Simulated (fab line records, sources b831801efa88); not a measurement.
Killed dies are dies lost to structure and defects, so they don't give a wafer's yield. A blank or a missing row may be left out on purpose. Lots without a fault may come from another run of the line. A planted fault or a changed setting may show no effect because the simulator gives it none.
fab line records | flow gf180mcu
record lots=6 wafers=18 last_day=35
route steps=602 shown HV_LDD@229 NSD@235 PSD@248
lots that met no fault: from a run of the same line without faults
start_h: hours from the record's first day to the start of the lot's first wafer shown | wait_h: hours since the lot's step before | " the same as in the row above | L1.1+2: a row that stands for several wafers | - no value, or no start given | * or withheld: withheld | < > ~ a bound
route shown NAME@n: a module of which the file shows steps, and the number in the route of the first | usual: mean/standard deviation of fault-free wafers | same: alike in all rows | chamber/n: place in a boat | sites: the reading at each site | _std_site: their standard deviation | _edge_site: outer sites' mean less inner sites' | radius_mm: how far each site lies from the wafer's centre | mask NAME#n: copy n | behind: the tool/chamber that last shaped the wafer | hold: why the lot was held/for how many hours/how that ended | device: the transistor (n, p or np) that didn't switch | end of line: the same wafers' tests at the end of the route | a step without rows: its recipe alone | killed: dies lost to structure and defects at the first sort, not the wafer's yield | map: a wafer's dies, x killed, . not, _ none there
set.NAME: the setting as run; set.NAME@STEP: as run at that earlier step | model.NAME: the simulator's own value behind a step, which no gauge read
lots at some steps of the route; a table a step, a row a wafer
services: from which hour (start_h, from the record's first day; less than 0 if before it) a tool's chamber was out of use, for how many hours, and why
## steps
# step GF_HV_LDD_RS_MEAS_53
# recipe thk_meas_gauge=four-point-probe
# usual HV_LDD_RS=419.0/0.96
# columns lot.wafer tool chamber start_h wait_h HV_LDD_RS[ohm/sq]
L226.1 film_metro-01 - 328.52 0.1 420.1
L226.4 " - " " 421.1
L226.6 " - " " 419.9
L227.1 film_metro-01 - 334.80 0.1 419.7
L227.5 " - " " 418.5
L227.6 " - " " 418.3
L228.3 film_metro-01 - 349.17 0.1 420.6
L228.4 " - " " 419.1
L228.5 " - " " 419.1
L230.2 film_metro-04 - 356.12 0.1 418.1
L230.3 " - " " 418.4
L230.5 " - " " 418.6
L233.1 film_metro-01 - 375.58 0.1 419.3
L233.3 " - " " 419.4
L233.6 " - " " 417.5
L243.2 film_metro-01 - 464.73 0.1 419.3
L243.3 " - " " 419.2
L243.5 " - " " 419.2
# step GF_HV_LDD_CVD_54
# recipe material=SiO2 target_thk_nm=10 precursor=TEOS temp_c=680 time_s=75 pressure_mtorr=400
# step GF_HV_LDD_THK_MEAS_55
# recipe reads=SiO2_of_HV_LDD_CVD_54
# usual HV_LDD_CVD_54_THK=9.96/0.15
# columns lot.wafer tool chamber start_h wait_h HV_LDD_CVD_54_THK[nm]
L226.1 film_metro-04 - 329.66 0.0 10.08
L226.4 " - " " 10.05
L226.6 " - " " 10.28
L227.1 film_metro-01 - 335.94 0.0 10.02
L227.5 " - " " 10.02
L227.6 " - " " 10.11
L228.3 film_metro-04 - 350.93 0.0 10.10
L228.4 " - " " 10.10
L228.5 " - " " 9.94
L230.2 film_metro-01 - 357.30 0.1 9.93
L230.3 " - " " 10.07
L230.5 " - " " 9.97
L233.1 film_metro-04 - 376.72 0.0 10.06
L233.3 " - " " 9.99
L233.6 " - " " 9.94
L243.2 film_metro-04 - 465.86 0.0 9.93
L243.3 " - " " 9.74
L243.5 " - " " 9.93
# step GF_HV_LDD_CVD_56
# recipe material=Si3N4 precursor=DCS/NH3 target_thk_nm=90 temp_c=770 time_s=1543 pressure_mtorr=250
# step GF_HV_LDD_THK_MEAS_57
# recipe reads=Si3N4_of_HV_LDD_CVD_56
# usual HV_LDD_CVD_56_THK=89.8/0.98
# columns lot.wafer tool chamber start_h wait_h HV_LDD_CVD_56_THK[nm]
L226.1 film_metro-02 - 331.15 0.0 89.5
L226.4 " - " " 89.6
L226.6 " - " " 89.8
L227.1 film_metro-04 - 337.43 0.0 91.2
L227.5 " - " " 91.4
L227.6 " - " " 92.1
L228.3 film_metro-04 - 352.42 0.0 88.9
L228.4 " - " " 89.0
L228.5 " - " " 88.9
L230.2 film_metro-01 - 358.79 0.0 89.0
L230.3 " - " " 89.3
L230.5 " - " " 88.9
L233.1 film_metro-01 - 378.21 0.0 89.2
L233.3 " - " " 89.6
L233.6 " - " " 89.2
L243.2 film_metro-01 - 468.07 0.0 91.8
L243.3 " - " " 92.3
L243.5 " - " " 92.4
# step GF_HV_LDD_ETCHBACK_58
# recipe chemistry=CH3F/O2 target=Si3N4 stop_on=SiO2 source_w=400 bias_w=80 pressure_mtorr=25 ch3f_flow_sccm=40 O2_flow_sccm=30 time_s=100 target_depth_a=900
# usual ch3f_flow_sccm=40.02/0.1 chamber_pressure_mTorr=25.000/0.025 drypump_motor_current_A=5.8/0.49 oes_product_au=0.842/0.0069 throttle_valve_pct=10.560/0.0099
# columns lot.wafer tool chamber start_h wait_h ch3f_flow_sccm chamber_pressure_mTorr drypump_motor_current_A oes_product_au rf_hours_counter_h throttle_valve_pct
L226.1 rie_diel-03 3 331.21 0.1 39.96 24.944 6.6 0.831 10 10.563
L226.4 " 0 " " 40.07 24.989 6.7 0.847 59 10.551
L226.6 " 1 " " 40.00 24.992 5.7 0.846 - 10.560
L227.1 rie_diel-02 0 337.49 0.1 40.00 24.984 5.9 0.853 35 10.556
L227.5 " 2 " " 39.91 24.951 6.2 0.848 - 10.568
L227.6 " 3 " " 40.04 25.028 6.1 0.851 - 10.560
L228.3 rie_diel-01 3 352.46 0.0 40.05 24.992 5.1 0.840 34 10.568
L228.4 " 2 " " 40.02 24.962 5.5 0.838 84 10.574
L228.5 " 0 " " 40.02 25.036 5.4 0.840 - 10.569
L230.2 rie_diel-02 1 358.84 0.0 40.20 25.003 5.7 0.844 55 10.557
L230.3 " 0 " " 40.01 24.965 5.9 0.839 36 10.559
L230.5 " 1 " " 40.00 25.017 5.7 0.842 - 10.548
L233.1 rie_diel-02 2 378.27 0.1 40.15 24.990 6.2 0.842 2 10.549
L233.3 " 1 " " 39.89 24.955 5.7 0.841 56 10.557
L233.6 " 0 " " 39.85 25.010 5.9 0.841 - 10.581
L243.2 rie_diel-03 0 468.12 0.0 40.09 24.989 6.6 0.848 62 10.564
L243.3 " 2 " " 40.12 24.997 6.4 0.857 46 10.568
L243.5 " 2 " " 40.02 25.021 6.5 0.852 - 10.560
# step GF_NSD_DEHYDRATE_00
# recipe temp_c=200 time_s=60
# step GF_NSD_HMDS_01
# recipe prime_time_s=60 prime_temp_c=120
# step GF_NSD_COAT_02
# recipe resist=NOVOLAK spin_rpm=3000 resist_thk_nm=1000
# step GF_NSD_SOFTBAKE_03
# recipe temp_c=90 time_s=60 resist=NOVOLAK
# step GF_NSD_EXPOSE_04
# recipe mask_id=Nplus target_cd_nm=400 na=0.6 source_shape=conventional sigma_outer=0.6 dose_mj=140
# step GF_NSD_PEB_05
# recipe temp_c=withheld time_s=* resist=NOVOLAK
# step GF_NSD_DEVELOP_06
# recipe develop_time_s=60 dev_temp_c=23
# columns lot.wafer tool chamber start_h wait_h
L226.1+4+6 litho_track-03 0 352.98 0.1
L227.1+5+6 litho_track-01 0 359.19 0.1
L228.3+4+5 litho_track-01 0 374.24 0.1
L230.2+3+5 litho_track-03 0 381.61 0.1
L233.1+3+6 litho_track-01 0 401.64 0.1
L243.2+3+5 litho_track-03 0 492.36 0.1
# step GF_NSD_CD_MEAS_07
# recipe target_cd_nm=400
# usual cd_nm=399.9/2.3
# columns lot.wafer tool chamber start_h wait_h cd_nm
L226.1 cd_sem-01 - 353.13 0.1 397.7
L226.4 " - " " 397.9
L226.6 " - " " 398.7
L227.1 cd_sem-02 - 359.34 0.1 397.3
L227.5 " - " " 396.2
L227.6 " - " " 396.5
L228.3 cd_sem-02 - 374.38 0.1 404.0
L228.4 " - " " 405.5
L228.5 " - " " -
L230.2 cd_sem-02 - 381.75 0.1 399.2
L230.3 " - " " 399.5
L230.5 " - " " 399.1
L233.1 cd_sem-02 - 401.79 0.1 -
L233.3 " - " " 397.7
L233.6 " - " " 399.6
L243.2 cd_sem-02 - 492.50 0.1 399.8
L243.3 " - " " 401.8
L243.5 " - " " 402.3
# step GF_NSD_OVL_MEAS_08
# usual NSD_OVL=-0.1/1.2
# columns lot.wafer tool chamber start_h wait_h NSD_OVL[nm]
L226.1 overlay-01 - 353.25 0.1 -2.1
L226.4 " - " " 0.1
L226.6 " - " " -1.8
L227.1 overlay-01 - 359.46 0.1 -0.9
L227.5 " - " " -0.7
L227.6 " - " " -0.4
L228.3 overlay-02 - 374.48 0.1 0.9
L228.4 " - " " 0.6
L228.5 " - " " -
L230.2 overlay-01 - 381.86 0.1 -0.2
L230.3 " - " " -1.1
L230.5 " - " " 0.4
L233.1 overlay-01 - 401.91 0.1 -
L233.3 " - " " 0.1
L233.6 " - " " -0.8
L243.2 overlay-02 - 492.61 0.1 -1.2
L243.3 " - " " -0.3
L243.5 " - " " -1.4
# step GF_NSD_IMPLANT_09
# recipe species=As energy_kev=60 dose_cm2=4e+15 tilt_deg=7
# step GF_NSD_IMPLANT_10
# recipe species=P energy_kev=40 dose_cm2=5e+14 tilt_deg=7
# step GF_NSD_STRIP_11
# recipe chemistry=O2/N2 power_w=1400 pressure_mtorr=1500 platen_temp_c=250 o2_flow_sccm=3000 n2_flow_sccm=300 overash_fraction=0.5
# usual chamber_pressure_mTorr=1499.9/1.3 drypump_motor_current_A=5.8/0.37 heater_power_w=322/36 oes_product_au=0.487/0.0043 strip_time_to_endpoint_s=22.95/0.035
# same overash_fraction=0.5
# columns lot.wafer tool chamber start_h wait_h chamber_pressure_mTorr drypump_motor_current_A heater_power_w oes_product_au rf_hours_counter_h strip_time_to_endpoint_s
L226.1 plasma_asher-04 1 353.59 0.1 1499.2 5.8 382 0.483 54 23.02
L226.4 " 1 " " 1502.8 5.8 377 0.494 - 23.00
L226.6 " 1 " " 1500.7 5.8 380 0.492 - 22.97
L227.1 plasma_asher-01 1 359.80 0.1 1499.9 6.6 299 0.487 69 22.93
L227.5 " 1 " " 1498.9 6.5 310 0.480 - 22.97
L227.6 " 0 " " 1499.1 5.2 340 0.488 - 22.98
L228.3 plasma_asher-01 0 374.83 0.1 1499.3 5.2 339 0.488 - 22.93
L228.4 " 1 " " 1498.6 6.5 319 0.482 - 22.96
L228.5 " 1 " " 1501.1 6.5 308 0.484 - 22.92
L230.2 plasma_asher-03 0 382.19 0.1 1500.6 5.6 282 0.484 76 22.93
L230.3 " 0 " " 1499.3 5.6 275 0.486 - 22.93
L230.5 " 1 " " 1498.0 5.7 297 0.486 - 22.95
L233.1 plasma_asher-04 0 402.25 0.1 1500.2 6.0 339 0.489 60 22.92
L233.3 " 0 " " 1498.1 6.0 356 0.490 - 22.91
L233.6 " 1 " " 1500.7 5.8 385 0.487 - 22.92
L243.2 plasma_asher-04 1 492.94 0.1 1499.7 5.8 386 0.490 70 22.94
L243.3 " 1 " " 1497.7 5.8 381 0.484 - 22.94
L243.5 " 0 " " 1501.0 6.0 352 0.483 - 22.92
# step GF_NSD_TW_MEAS_12
# usual NSD_TW=4238/31
# columns lot.wafer tool chamber start_h wait_h NSD_TW
L226.1 film_metro-04 - 353.69 0.1 4271
L226.4 " - " " 4260
L226.6 " - " " 4299
L227.1 film_metro-04 - 359.90 0.1 4242
L227.5 " - " " 4268
L227.6 " - " " 4236
L228.3 film_metro-03 - 374.92 0.1 4186
L228.4 " - " " 4178
L228.5 " - " " 30
L230.2 film_metro-03 - 382.30 0.1 4169
L230.3 " - " " 4188
L230.5 " - " " 4213
L233.1 film_metro-01 - 402.35 0.1 30
L233.3 " - " " 4247
L233.6 " - " " 4252
L243.2 film_metro-03 - 493.05 0.1 4205
L243.3 " - " " 4175
L243.5 " - " " 4194
# step GF_PSD_DEHYDRATE_00
# recipe temp_c=200 time_s=60
## services
# columns tool chamber start_h hours kind
rie_diel-02 3 322.05 14.6 repair
rie_diel-01 0 340.46 9.8 repair
plasma_asher-01 - 345.48 1.4 repair
rie_diel-01 - 346.99 2.8 pm
rie_diel-02 2 356.39 12.4 repair
plasma_asher-01 - 387.26 14.6 pm
rie_diel-03 0 401.58 2.6 repair
plasma_asher-01 - 421.25 9.0 pm
plasma_asher-01 0 421.25 9.0 vent_cycle
plasma_asher-01 1 421.25 9.0 vent_cycle
rie_diel-02 1 425.52 9.6 repair
rie_diel-01 - 427.41 0.6 repair
rie_diel-01 0 427.50 15.8 repair
plasma_asher-01 0 430.25 - clean
plasma_asher-01 1 430.25 - clean
plasma_asher-04 - 454.10 2.2 repair
rie_diel-02 - 456.86 1.0 repair
rie_diel-03 - 462.11 0.2 repair
rie_diel-03 0 462.51 4.7 repair
## key
first_sign step=GF_NSD_CD_MEAS_07 reading=cd_nm direction=missing
effect step=GF_NSD_OVL_MEAS_08 reading=NSD_OVL direction=missing
effect step=GF_NSD_TW_MEAS_12 reading=NSD_TW direction=down sigmas=99+ usual=4238 struck=30
met_at GF_NSD_DEVELOP_06
struck_wafers L228.5,L233.1
sort_left_out L228.5,L233.1
tester_left_out L228,L233
onset_between 359.19 374.24
fault kind=process_parameter_drift tool=litho_track-01 chamber=- onset_h=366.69 steps=GF_NSD_DEVELOP_06 channel=develop_time_s offset=* shape=step end_h=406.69 scope=struck_wafers_only acts_in=* stated=*
# tester_left_out: of these lots the tester's yield and bins aren't shown, on N5 and GAA mostly nor the transistor test; their killed dies are dies lost to structure and defects alone, not to doping, threshold or leakage, so they don't give the yield
# sort_left_out: the simulated sort isn't trusted on such a fault, so these wafers' sort isn't shown, and their yield isn't known
